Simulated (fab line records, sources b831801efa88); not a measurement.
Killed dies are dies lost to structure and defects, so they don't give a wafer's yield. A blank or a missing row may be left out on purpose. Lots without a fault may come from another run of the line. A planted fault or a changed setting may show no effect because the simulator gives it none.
Chamber matching | flow sky130 | SKY_VIA2_ETCH_15 on rie_diel-01: 4 sister chambers
The step etches SiO2 in C4F8/O2/Ar, stops on TiN, target depth 546 nm, time 84 s. 14 wafers are shown with their chamber, then 6 later ones without.

WAFERS WITH THEIR CHAMBER
wafer  | chamber | oes_product_au (a.u.)
L978.2 | 2       | 0.936
L978.3 | 1       | 0.939
L978.4 | 3       | 0.946
L979.1 | 2       | 0.933
L979.2 | 3       | 0.936
L979.4 | 2       | 0.936
L981.1 | 1       | 0.941
L981.5 | 3       | 0.944
L981.6 | 2       | 0.946
L991.1 | 2       | 0.939
L991.6 | 0       | 0.938
L994.2 | 2       | 0.946
L994.5 | 2       | 0.947
L994.6 | 0       | 0.952

SIGNATURES (means of the wafers above)
reading        | chamber 0 | chamber 1 | chamber 2 | chamber 3 | scatter within a chamber
oes_product_au | 0.94500   | 0.94000   | 0.94043   | 0.94200   | 0.00598
Rule: a wafer's distance from a chamber is the root of the sum, over the readings, of the square of ((its reading less the chamber's mean) divided by the reading's scatter). The wafer belongs to the nearest chamber; if the next one is less than 2 further off, it can't be placed. The scatter: the root of (the sum of the squares of (reading less its chamber's mean) over the shown wafers, divided by (wafers less chambers)).

WAFERS WITHOUT THEIR CHAMBER
wafer  | oes_product_au (a.u.)
L993.3 | 0.940
L993.5 | 0.937
L993.6 | 0.933
L995.1 | 0.939
L995.2 | 0.944
L995.5 | 0.948

WHICH CHAMBER EACH WENT THROUGH
wafer  | from the rows above               | in truth
L993.3 | can't be placed: 1 or 2 or 3 or 0 | 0
L993.5 | can't be placed: 1 or 2 or 3 or 0 | 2
L993.6 | can't be placed: 1 or 2 or 3 or 0 | 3
L995.1 | can't be placed: 1 or 2 or 3 or 0 | 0
L995.2 | can't be placed: 0 or 3 or 2 or 1 | 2
L995.5 | can't be placed: 0 or 3 or 2 or 1 | 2
Placed correctly: 0 of 6. Can't be placed from these rows: 6 (the true chamber is among the candidates in 6). Placed wrongly: 0.
